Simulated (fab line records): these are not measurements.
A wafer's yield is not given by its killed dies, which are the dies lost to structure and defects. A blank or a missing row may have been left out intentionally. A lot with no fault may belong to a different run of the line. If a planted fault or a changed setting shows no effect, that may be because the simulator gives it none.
fab line records | flow sfq_line
record: lots: 5 wafers: 23
route steps=325 shown M6@262 I6@266 M7@282 I7@300 M8@313
start_h: hours from the record's opening day to when the first of the lot's shown wafers began | wait_h: hours elapsed since this lot's preceding step | " unchanged from the row above | L1.1+2: one row covering several wafers at once | - no value, or no start given | * or withheld: withheld | < > ~ a bound
route shown NAME@n: a module of which the file shows steps, and the number in the route of the first | usual: mean/standard deviation of fault-free wafers | same: alike in all rows | chamber/n: place in a boat | sites: each site's reading | _std_site: the standard deviation of these | _edge_site: mean of outer sites minus mean of inner sites | radius_mm: for every site, how far away it sits from the centre of the wafer | mask NAME#n: copy n | behind: the last tool/chamber to shape the wafer | hold: why the lot went on hold/how many hours it stayed there/how the hold came to an end | device: the n, p or np transistor that did not switch | end of line: the route-end tests of the same wafers | step lacking rows: just its recipe | killed: at the first sort, the dies lost to defects and structure; wafer yield is something else | map: a wafer's dies, marking killed ones x, the rest . and places with no die _
set.NAME: the setting as run; set.NAME@STEP: as run at that earlier step | model.NAME: the simulator's own value behind a step, which no gauge read
lots where settings were altered on purpose, with a table for each step and a row for each wafer
== steps ==
step: SFQ_TRILAYER_M6_BARC_OPEN_METAL_ETCH_206
recipe: mask_material: PR chemistry: O2 target_depth_nm: 125 target: BARC icp_w: 600 bias_w: 80 pressure_mtorr: 10 time_s: 41.7
columns lot.wafer tool chamber start_h wait_h set.bias_w set.peb_temp_c@TRILAYER_M6_LITHO_PEB_162 model.M6.cd_nm
L074.1 rie_metal-01 0 1566.10 0.0 80 115 499.9
L074.2 " 0 " " 80 115 498
L074.5 " 0 " " 80 115 498.5
L075.2 rie_metal-02 0 1569.70 0.0 80 112 560.6
L075.3 " 1 " " 80 115 501.9
L075.4 " 0 " " 80 112 560.8
L075.5 " 1 " " 80 112 561.8
L075.6 " 0 " " 80 115 500.4
L076.1 rie_metal-03 0 1573.30 0.0 80 115 499.4
L076.2 " 1 " " 87.22 118.3 448.6
L076.3 " 0 " " 80 118.3 447.2
L076.4 " 1 " " 87.22 118.3 448.7
L076.6 " 1 " " 87.22 115 499.4
L083.1 rie_metal-03 1 1600.77 0.0 80 115 499.3
L083.2 " 0 " " 80 116.6 472.4
L083.4 " 0 " " 80 115 500.3
L083.5 " 1 " " 80 115 499.7
L083.6 " 0 " " 80 116.6 472.5
L084.1 rie_metal-02 0 1603.02 0.0 83.1 115 499.6
L084.2 " 1 " " 80 115 498.8
L084.3 " 0 " " 80 114 518.7
L084.4 " 1 " " 83.1 115 499.4
L084.5 " 1 " " 80 114 517.6
step: SFQ_TRILAYER_M6_ETCH_METAL_ETCH_162
recipe: target: Nb stop_on: SiO2 mask_material: PR chemistry: Cl2/Ar target_depth_nm: 240 icp_w: 600 bias_w: 80 pressure_mtorr: 10 time_s: 116.9
usual: oes_product_au: 0.907/0.007
columns lot.wafer tool chamber start_h wait_h set.time_s@TRILAYER_M6_DEP_SPUTTER_157 oes_product_au
L074.1 rie_metal-01 0 1566.22 0.1 133.3 0.904
L074.2 " 0 " " 133.3 0.911
L074.5 " 0 " " 133.3 0.911
L075.2 rie_metal-02 0 1569.76 0.0 133.3 0.897
L075.3 " 1 " " 133.3 0.911
L075.4 " 0 " " 133.3 0.913
L075.5 " 1 " " 133.3 0.908
L075.6 " 0 " " 133.3 0.917
L076.1 rie_metal-03 0 1573.36 0.0 133.3 0.919
L076.2 " 1 " " 149.7 0.971
L076.3 " 0 " " 133.3 0.907
L076.4 " 1 " " 133.3 0.912
L076.6 " 1 " " 149.7 0.980
L083.1 rie_metal-03 1 1600.83 0.0 123.1 0.857
L083.2 " 0 " " 123.1 0.875
L083.4 " 0 " " 123.1 0.860
L083.5 " 1 " " 133.3 0.907
L083.6 " 0 " " 133.3 0.912
L084.1 rie_metal-02 0 1603.08 0.0 133.3 0.902
L084.2 " 1 " " 119.1 0.846
L084.3 " 0 " " 133.3 0.904
L084.4 " 1 " " 119.1 0.838
L084.5 " 1 " " 119.1 0.847
step: SFQ_TRILAYER_I6_DEP_PECVD_165
recipe: material: SiO2 temp_c: 150 time_s: 111.11 pressure_torr: 2.4 rf_w: 183.3 precursor: SiH4/N2O target_thk_nm: 500
columns lot.wafer tool chamber start_h wait_h set.time_s model.SiO2_of_TRILAYER_I6_DEP_PECVD_165.thk_nm
L074.1 pecvd-03 0 1567.84 0.0 111.11 501.2
L074.2 " 2 " " 111.11 502.2
L074.5 " 0 " " 111.11 510.7
L075.2 pecvd-02 0 1570.66 0.0 103.2 454
L075.3 " 1 " " 111.11 493.4
L075.4 " 0 " " 103.2 460.5
L075.5 " 1 " " 111.11 501.3
L075.6 " 2 " " 103.2 462.4
L076.1 pecvd-02 2 1574.27 0.0 111.11 487.8
L076.2 " 0 " " 115.8 512.1
L076.3 " 1 " " 111.11 489.5
L076.4 " 2 " " 115.8 513.7
L076.6 " 0 " " 111.11 496.2
L083.1 pecvd-02 1 1601.75 0.0 111.11 489.8
L083.2 " 2 " " 126 548.1
L083.4 " 0 " " 111.11 487.5
L083.5 " 2 " " 126 561.4
L083.6 " 1 " " 111.11 487.7
L084.1 pecvd-03 0 1604.02 0.0 98.44 436.2
L084.2 " 1 " " 111.11 482.8
L084.3 " 2 " " 111.11 495.9
L084.4 " 2 " " 111.11 496.2
L084.5 " 1 " " 98.44 444
step: SFQ_TRILAYER_I6_CMP_CMP_166
recipe: material: SiO2 down_force_psi: 3 platen_rpm: 60 pad_velocity_m_s: 0.94248
usual: time_to_endpoint_s: 216/6.9
columns lot.wafer tool chamber start_h wait_h set.time_s@TRILAYER_I6_DEP_PECVD_165 time_to_endpoint_s
L074.2 cmp-01 2 1592.25 24.4 111.11 223
L074.1 " 0 1593.25 25.4 111.11 219
L074.5 " 3 1594.75 26.8 111.11 227
L075.3 cmp-01 2 1595.25 24.6 111.11 209
L075.2 " 3 " " 103.2 179
L075.4 " 1 1596.75 26.0 103.2 188
L075.6 " 2 " " 103.2 186
L075.5 " 3 " " 111.11 212
L076.2 cmp-02 1 1602.09 27.8 115.8 227
L076.1 " 2 " " 111.11 214
L076.4 " 3 " " 115.8 224
L076.3 " 0 " " 111.11 207
L076.6 " 2 1604.59 30.2 111.11 220
L083.2 cmp-02 0 1620.09 18.3 126 257
L083.1 " 1 " " 111.11 214
L083.4 " 3 1621.59 19.8 111.11 210
L083.5 " 0 " " 126 270
L083.6 " 1 " " 111.11 206
L084.1 cmp-01 1 1622.25 18.2 98.44 174
L084.4 " 2 " " 111.11 216
L084.2 " 3 " " 111.11 205
L084.3 " 0 " " 111.11 223
L084.5 " 2 1624.75 20.7 98.44 178
step: SFQ_TRILAYER_I6_VIA_LITHO_PEB_172
recipe: peb_temp_c: 115 peb_time_s: 60 resist: KrF
columns lot.wafer tool chamber start_h wait_h set.peb_time_s
L074.1+2+5 litho_track-01 0 1716.12 1.0 60
L075.2+3+4 litho_track-01 0 1719.74 0.8 60
L075.5+6 " 0 " " 66.05
L076.1+2+4 litho_track-01 0 1724.52 1.0 64.91
L076.3+6 " 0 " " 60
L083.1+2+4+5+6 litho_track-01 0 1741.32 1.0 60
L084.1+3+4 litho_track-01 0 1742.52 1.0 53.91
L084.2+5 " 0 " " 60
step: SFQ_TRILAYER_I6_VIA_LITHO_DEVELOP_171
recipe: time_s: 60 resist: KrF
step: SFQ_TRILAYER_I6_VIA_BARC_OPEN_VIA_ETCH_235
recipe: mask_material: PR chemistry: O2 target_depth_nm: 125 target: BARC source_w: 500 bias_w: 80 pressure_mtorr: 30 time_s: 41.7
columns lot.wafer tool chamber start_h wait_h set.peb_time_s@TRILAYER_I6_VIA_LITHO_PEB_172 model.I6.cd_nm
L074.1 rie_diel-04 0 1716.45 0.0 60 701
L074.2 " 3 " " 60 702.6
L074.5 " 1 " " 60 702
L075.2 rie_diel-04 1 1720.05 0.0 60 701.4
L075.3 " 3 " " 60 703.3
L075.4 " 0 " " 60 700.3
L075.5 " 0 " " 66.05 714.7
L075.6 " 3 " " 66.05 715.1
L076.1 rie_diel-04 1 1724.85 0.0 64.91 709
L076.2 " 2 " " 64.91 711.3
L076.3 " 0 " " 60 698.2
L076.4 " 3 " " 64.91 710.7
L076.6 " 0 " " 60 697.5
L083.1 rie_diel-04 2 1741.65 0.0 60 701.4
L083.2 " 1 " " 60 699.8
L083.4 " 0 " " 60 698.5
L083.5 " 1 " " 60 698.7
L083.6 " 2 " " 60 702
L084.1 rie_diel-02 3 1742.85 0.0 53.91 684.2
L084.2 " 0 " " 60 700
L084.3 " 2 " " 53.91 686
L084.4 " 1 " " 53.91 683.4
L084.5 " 0 " " 60 700.5
step: SFQ_TRILAYER_I6_VIA_ETCH_VIA_ETCH_172
recipe: target: SiO2 stop_on: Nb mask_material: PR taper_deg: 20 chemistry: CHF3 target_depth_nm: 260 source_w: 500 bias_w: 80 pressure_mtorr: 30 time_s: withheld
columns lot.wafer tool chamber start_h wait_h set.peb_time_s@TRILAYER_I6_VIA_LITHO_PEB_172 model.I6.cd_nm
L074.1 rie_diel-04 0 1716.49 0.0 * 702.8
L074.2 " 3 " " * 704.2
L074.5 " 1 " " * 702.1
L075.2 rie_diel-04 1 1720.09 0.0 * 701.4
L075.3 " 3 " " * 703.4
L075.4 " 0 " " * 702.2
L075.5 " 0 " " * 714.7
L075.6 " 3 " " * 715.7
L076.1 rie_diel-04 1 1724.89 0.0 * 709.2
L076.2 " 2 " " * 710.4
L076.3 " 0 " " * 699.3
L076.4 " 3 " " * 711.4
L076.6 " 0 " " * 697.8
L083.1 rie_diel-04 2 1741.69 0.0 * 701.1
L083.2 " 1 " " * 700.2
L083.4 " 0 " " * 700.6
L083.5 " 1 " " * 698.1
L083.6 " 2 " " * 700.3
L084.1 rie_diel-02 3 1742.89 0.0 * 682.8
L084.2 " 0 " " * 697
L084.3 " 2 " " * 687
L084.4 " 1 " " * 682.3
L084.5 " 0 " " * 698.5
step: SFQ_TRILAYER_M7_DEP_SPUTTER_175
recipe: material: Nb base_pressure_pa: 1.33e-06 chamber_pressure_pa: 0.1333 substrate_temp_c: 20 target_thk_nm: 200 power_w: 2000 time_s: 133.3
columns lot.wafer tool chamber start_h wait_h set.power_w model.Nb_of_TRILAYER_M7_DEP_SPUTTER_175.thk_nm
L074.1 pvd_sputter-04 - 1717.41 0.0 2000 199.2
L074.2 " - " " 2000 196.3
L074.5 " - " " 2000 198.9
L075.2 pvd_sputter-04 - 1721.01 0.0 2000 201.1
L075.3 " - " " 2070 209.6
L075.4 " - " " 2070 208.6
L075.5 " - " " 2070 210.3
L075.6 " - " " 2000 200.3
L076.1 pvd_sputter-05 - 1725.81 0.0 2000 198.5
L076.2 " - " " 2205 219.2
L076.3 " - " " 2000 203.7
L076.4 " - " " 2000 198.9
L076.6 " - " " 2205 220.1
L083.1 pvd_sputter-05 - 1742.81 0.0 2000 201.3
L083.2 " - " " 2000 197.8
L083.4 " - " " 2062 203.8
L083.5 " - " " 2062 207.8
L083.6 " - " " 2000 197
L084.1 pvd_sputter-06 - 1743.83 0.0 2000 201.2
L084.2 " - " " 1921 195.8
L084.3 " - " " 1921 194.9
L084.4 " - " " 2000 203.9
L084.5 " - " " 2000 202.6
step: SFQ_M7_RS_MEAS_943
recipe: thk_meas_gauge: four-point-probe reads: Nb_of_TRILAYER_M7_DEP_SPUTTER_175
usual: M7_NB_RS: 0.887/0.0093
columns lot.wafer tool chamber start_h wait_h set.power_w@TRILAYER_M7_DEP_SPUTTER_175 M7_NB_RS[ohm/sq]
L074.1 film_metro-04 - 1717.56 0.1 2000 0.892
L074.2 " - " " 2000 0.907
L074.5 " - " " 2000 0.892
L075.2 film_metro-04 - 1721.12 0.1 2000 0.882
L075.3 " - " " 2070 0.847
L075.4 " - " " 2070 0.851
L075.5 " - " " 2070 0.845
L075.6 " - " " 2000 0.886
L076.1 film_metro-03 - 1725.90 0.0 2000 0.896
L076.2 " - " " 2205 0.811
L076.3 " - " " 2000 0.873
L076.4 " - " " 2000 0.894
L076.6 " - " " 2205 0.809
L083.1 film_metro-04 - 1742.90 0.0 2000 0.882
L083.2 " - " " 2000 0.901
L083.4 " - " " 2062 0.874
L083.5 " - " " 2062 0.856
L083.6 " - " " 2000 0.902
L084.1 film_metro-03 - 1743.92 0.0 2000 0.884
L084.2 " - " " 1921 0.912
L084.3 " - " " 1921 0.914
L084.4 " - " " 2000 0.873
L084.5 " - " " 2000 0.879
step: SFQ_TRILAYER_M7_LITHO_COAT_177
recipe: resist: KrF spin_rpm: 3000 resist_thk_nm: 600
columns lot.wafer tool chamber start_h wait_h set.spin_rpm model.KrF_of_TRILAYER_M7_LITHO_COAT_177.thk_nm
L074.1 litho_track-03 0 1718.04 0.2 3000 602.9
L074.2 " 0 " " 3000 602.3
L074.5 " 0 " " 3000 601
L075.2 litho_track-01 0 1721.63 0.2 3000 597.6
L075.3 " 0 " " 3000 599.4
L075.4 " 0 " " 3208 579.3
L075.5 " 0 " " 3208 580.4
L075.6 " 0 " " 3000 598.3
L076.1 litho_track-04 0 1726.38 0.2 3000 600.7
L076.2 " 0 " " 3000 -
L076.3 " 0 " " 3000 600.9
L076.4 " 0 " " 2798 623.1
L076.6 " 0 " " 2798 -
L083.1 litho_track-04 0 1743.38 0.2 2939 609.5
L083.2 " 0 " " 3000 600.8
L083.4 " 0 " " 2939 608.1
L083.5 " 0 " " 3000 603.2
L083.6 " 0 " " 3000 601.5
L084.1 litho_track-03 0 1744.40 0.2 3000 597.9
L084.2 " 0 " " 3000 596.8
L084.3 " 0 " " 3097 586.8
L084.4 " 0 " " 3000 597.2
L084.5 " 0 " " 3097 586.4
step: SFQ_TRILAYER_M7_ETCH_METAL_ETCH_180
recipe: target: Nb stop_on: SiO2 mask_material: PR chemistry: Cl2/Ar target_depth_nm: 240 icp_w: 600 bias_w: 80 pressure_mtorr: 10 time_s: 120
usual: oes_product_au: 0.896/0.0069
columns lot.wafer tool chamber start_h wait_h set.icp_w set.power_w@TRILAYER_M7_DEP_SPUTTER_175 set.spin_rpm@TRILAYER_M7_LITHO_COAT_177 oes_product_au model.KrF_of_TRILAYER_M7_LITHO_COAT_177.thk_nm model.M7.feature_depth_nm
L074.1 rie_metal-04 0 1726.29 0.0 600 2000 3000 0.897 385 199.2
L074.2 " 1 " " 600 2000 3000 0.888 390 196.3
L074.5 " 0 " " 600 2000 3000 0.894 383.6 198.9
L075.2 rie_metal-04 1 1731.09 0.0 638.1 2000 3000 0.893 375.8 202.4
L075.3 " 1 " " 638.1 2070 3000 0.920 376.5 210.9
L075.4 " 0 " " 600 2070 3208 0.921 361.1 208.6
L075.5 " 0 " " 600 2070 3208 0.923 361.1 210.3
L075.6 " 1 " " 600 2000 3000 0.900 384.3 200.3
L076.1 rie_metal-01 0 1733.49 0.0 600 2000 3000 0.891 382.3 198.5
L076.2 " 1 " " 669.1 2205 3000 0.941 - -
L076.3 " 0 " " 600 2000 3000 0.906 381.9 203.7
L076.4 " 1 " " 669.1 2000 2798 0.893 388.5 201.3
L076.6 " 1 " " 669.1 2205 2798 0.949 - -
L083.1 rie_metal-01 1 1852.34 0.1 600 2000 2939 0.898 390.9 201.3
L083.2 " 0 " " 600 2000 3000 0.885 382.3 197.8
L083.4 " 1 " " 600 2062 2939 0.902 388.2 203.8
L083.5 " 1 " " 600 2062 3000 0.915 383.1 207.8
L083.6 " 0 " " 600 2000 3000 0.895 381.8 197
L084.1 rie_metal-03 1 1853.58 0.1 600 2000 3000 0.892 374.6 201.2
L084.2 " 1 " " 666 1921 3000 0.878 361 198.1
L084.3 " 1 " " 666 1921 3097 0.884 350 197.1
L084.4 " 1 " " 600 2000 3000 0.905 374.5 203.9
L084.5 " 1 " " 666 2000 3097 0.904 350.3 204.9
step: SFQ_TRILAYER_I7_VIA_LITHO_COAT_192
recipe: resist: BARC spin_rpm: 3000 resist_thk_nm: 62
columns lot.wafer tool chamber start_h wait_h set.resist_thk_nm model.BARC_of_TRILAYER_I7_VIA_LITHO_COAT_192.thk_nm
L074.1 litho_track-02 0 1732.27 1.0 62 62.26
L074.2 " 0 " " 62 62.09
L074.5 " 0 " " 62 62.17
L075.2 litho_track-03 0 1736.44 0.8 59.65 59.6
L075.3+4 " 0 " " 62 61.95
L075.5 " 0 " " 59.65 59.64
L075.6 " 0 " " 62 61.86
L076.1 litho_track-02 0 1738.79 1.0 62 61.89
L076.2 " 0 " " 65.14 65.31
L076.3+6 " 0 " " 65.14 65.11
L076.4 " 0 " " 62 62.02
L083.1 litho_track-04 0 1857.88 1.0 62 62.08
L083.2 " 0 " " 60.07 60.26
L083.4 " 0 " " 60.07 60.16
L083.5 " 0 " " 62 62.15
L083.6 " 0 " " 62 61.89
L084.1 litho_track-02 0 1859.60 1.0 58.49 58.53
L084.2+3 " 0 " " 62 62.02
L084.4 " 0 " " 62 62.01
L084.5 " 0 " " 58.49 58.42
step: SFQ_TRILAYER_I7_VIA_BARC_OPEN_VIA_ETCH_260
recipe: mask_material: PR chemistry: O2 target_depth_nm: 125 target: BARC source_w: 500 bias_w: 80 pressure_mtorr: 30 time_s: 41.7
usual: oes_product_au: 0.685/0.0045
columns lot.wafer tool chamber start_h wait_h set.bias_w set.resist_thk_nm@TRILAYER_I7_VIA_LITHO_COAT_192 oes_product_au
L074.1 rie_diel-01 1 1740.63 0.0 80 62 0.688
L074.2 " 3 " " 80 62 0.691
L074.5 " 3 " " 80 62 0.692
L075.2 rie_diel-03 3 1840.26 0.0 85.5 59.65 0.671
L075.3 " 3 " " 80 62 0.685
L075.4 " 0 " " 85.5 62 0.682
L075.5 " 3 " " 85.5 59.65 0.673
L075.6 " 0 " " 80 62 0.683
L076.1 rie_diel-02 1 1845.06 0.0 80 62 0.696
L076.2 " 2 " " 80 65.14 0.701
L076.3 " 0 " " 80 65.14 0.700
L076.4 " 3 " " 80 62 0.681
L076.6 " 3 " " 80 65.14 0.696
L083.1 rie_diel-03 1 1948.80 0.0 80 62 0.695
L083.2 " 0 " " 74.08 60.07 0.676
L083.4 " 2 " " 74.08 60.07 0.673
L083.5 " 0 " " 74.08 62 0.685
L083.6 " 1 " " 80 62 0.681
L084.1 rie_diel-01 2 1951.20 0.0 80 58.49 0.658
L084.2 " 0 " " 80 62 0.681
L084.3 " 1 " " 80 62 0.685
L084.4 " 3 " " 88.22 62 0.685
L084.5 " 0 " " 88.22 58.49 0.665
step: SFQ_TRILAYER_M8_LITHO_COAT_193
recipe: resist: KrF spin_rpm: 3000 resist_thk_nm: 600
columns lot.wafer tool chamber start_h wait_h set.resist_thk_nm model.KrF_of_TRILAYER_M8_LITHO_COAT_193.thk_nm
L074.1 litho_track-02 0 - - 600 598.9
L074.2 " 0 " " 600 601.2
L074.5 " 0 " " 600 602.1
L075.2 litho_track-03 0 - - 582.9 584.1
L075.3 " 0 " " 582.9 583.6
L075.4 " 0 " " 582.9 583.1
L075.5 " 0 " " 600 598.2
L075.6 " 0 " " 600 599
L076.1 litho_track-02 0 - - 600 603.5
L076.2 " 0 " " 600 602.8
L076.3 " 0 " " 600 600.6
L076.4 " 0 " " 600 600.4
L076.6 " 0 " " 600 602.5
L083.1 litho_track-01 0 - - 600 602.8
L083.2 " 0 " " 600 603.6
L083.4 " 0 " " 587.1 589.2
L083.5 " 0 " " 600 601.6
L083.6 " 0 " " 587.1 588.6
L084.1 litho_track-02 0 - - 600 601.2
L084.2+4 " 0 " " 600 600
L084.3 " 0 " " 600 599.5
L084.5 " 0 " " 600 598.6
step: SFQ_TRILAYER_M8_DEP_EVAP_198
recipe: material: Pt angular_spread_deg: 1 target_thk_nm: 50 time_s: 250 power_w: 2000
columns lot.wafer tool chamber start_h wait_h set.time_s model.Pt_of_TRILAYER_M8_DEP_EVAP_198.thk_nm
L074.1 pvd_sputter-01 - 1835.65 0.0 250 50.97
L074.2 " - " " 250 51.25
L074.5 " - " " 250 50.22
L075.2 pvd_sputter-02 - 1844.18 0.0 229.1 45.96
L075.3 " - " " 229.1 46.14
L075.4 " - " " 250 50.11
L075.5 " - " " 250 50.21
L075.6 " - " " 250 49.92
L076.1 pvd_sputter-01 - 1850.88 0.0 250 49.45
L076.2 " - " " 250 50.57
L076.3 " - " " 266.8 53
L076.4 " - " " 266.8 53.05
L076.6 " - " " 250 50.65
L083.1 pvd_sputter-02 - 1955.03 0.0 225.3 45.66
L083.2 " - " " 250 51.28
L083.4 " - " " 225.3 45.53
L083.5 " - " " 250 50.76
L083.6 " - " " 225.3 45.33
L084.1 pvd_sputter-01 - 2030.71 0.0 250 50.14
L084.2 " - " " 218.8 44.34
L084.3 " - " " 250 49.73
L084.4 " - " " 218.8 44.05
L084.5 " - " " 218.8 43.77
== key ==
split: step: SFQ_TRILAYER_M6_BARC_OPEN_METAL_ETCH_206 setting: bias_w stated: 80 by: wafer
response none clear
split: step: SFQ_TRILAYER_I6_DEP_PECVD_165 setting: time_s stated: 111.11 by: wafer
response: step: SFQ_TRILAYER_I6_DEP_PECVD_165 reading: model.SiO2_of_TRILAYER_I6_DEP_PECVD_165.thk_nm change: +4.87 per: 1% r: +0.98
response: step: SFQ_TRILAYER_I6_CMP_CMP_166 reading: time_to_endpoint_s change: * per: 1% r: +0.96
split: step: SFQ_TRILAYER_I6_VIA_LITHO_PEB_172 setting: peb_time_s stated: 60 by: wafer
response: step: SFQ_TRILAYER_I6_VIA_BARC_OPEN_VIA_ETCH_235 reading: model.I6.cd_nm change: +1.45 per: 1% r: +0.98
response: step: SFQ_TRILAYER_I6_VIA_ETCH_VIA_ETCH_172 reading: model.I6.cd_nm change: +1.34 per: 1% r: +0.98
split: step: SFQ_TRILAYER_M7_DEP_SPUTTER_175 setting: power_w stated: 2000 by: wafer
response: step: SFQ_TRILAYER_M7_DEP_SPUTTER_175 reading: model.Nb_of_TRILAYER_M7_DEP_SPUTTER_175.thk_nm change: +1.96 per: 1% r: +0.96
response: step: SFQ_M7_RS_MEAS_943 reading: M7_NB_RS change: -0.00806 per: 1% r: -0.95
response: step: SFQ_TRILAYER_M7_ETCH_METAL_ETCH_180 reading: oes_product_au change: +0.00498 per: 1% r: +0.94
response: step: SFQ_TRILAYER_M7_ETCH_METAL_ETCH_180 reading: model.M7.feature_depth_nm change: +1.99 per: 1% r: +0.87
split: step: SFQ_TRILAYER_M7_LITHO_COAT_177 setting: spin_rpm stated: 3000 by: wafer
response: step: SFQ_TRILAYER_M7_LITHO_COAT_177 reading: model.KrF_of_TRILAYER_M7_LITHO_COAT_177.thk_nm change: -2.97 per: 1% r: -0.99
response: step: SFQ_TRILAYER_M7_ETCH_METAL_ETCH_180 reading: model.KrF_of_TRILAYER_M7_LITHO_COAT_177.thk_nm slope: -3.28 per: 1% together_with: icp_w@TRILAYER_M7_ETCH_METAL_ETCH_180 explained: 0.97
split: step: SFQ_TRILAYER_M7_ETCH_METAL_ETCH_180 setting: icp_w stated: 600 by: wafer
response: step: SFQ_TRILAYER_M7_ETCH_METAL_ETCH_180 reading: model.KrF_of_TRILAYER_M7_LITHO_COAT_177.thk_nm slope: -1.28 per: 1% together_with: spin_rpm@TRILAYER_M7_LITHO_COAT_177 explained: 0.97
split: step: SFQ_TRILAYER_I7_VIA_LITHO_COAT_192 setting: resist_thk_nm stated: 62 by: wafer
response: step: SFQ_TRILAYER_I7_VIA_LITHO_COAT_192 reading: model.BARC_of_TRILAYER_I7_VIA_LITHO_COAT_192.thk_nm change: +0.622 per: 1% r: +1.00
response: step: SFQ_TRILAYER_I7_VIA_BARC_OPEN_VIA_ETCH_260 reading: oes_product_au change: +0.00318 per: 1% r: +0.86
split: step: SFQ_TRILAYER_I7_VIA_BARC_OPEN_VIA_ETCH_260 setting: bias_w stated: 80 by: wafer
response none clear
split: step: SFQ_TRILAYER_M8_LITHO_COAT_193 setting: resist_thk_nm stated: 600 by: wafer
response: step: SFQ_TRILAYER_M8_LITHO_COAT_193 reading: model.KrF_of_TRILAYER_M8_LITHO_COAT_193.thk_nm change: +5.67 per: 1% r: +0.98
split: step: SFQ_TRILAYER_M8_DEP_EVAP_198 setting: time_s stated: 250 by: wafer
response: step: SFQ_TRILAYER_M8_DEP_EVAP_198 reading: model.Pt_of_TRILAYER_M8_DEP_EVAP_198.thk_nm change: +0.49 per: 1% r: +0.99
split outside_this_file step=SFQ_TRILAYER_M6_DEP_SPUTTER_157 setting=time_s
split outside_this_file step=SFQ_TRILAYER_M6_LITHO_PEB_162 setting=peb_temp_c
split outside_this_file: this setting was split too, and the file shows its column; the key of that split is in another file
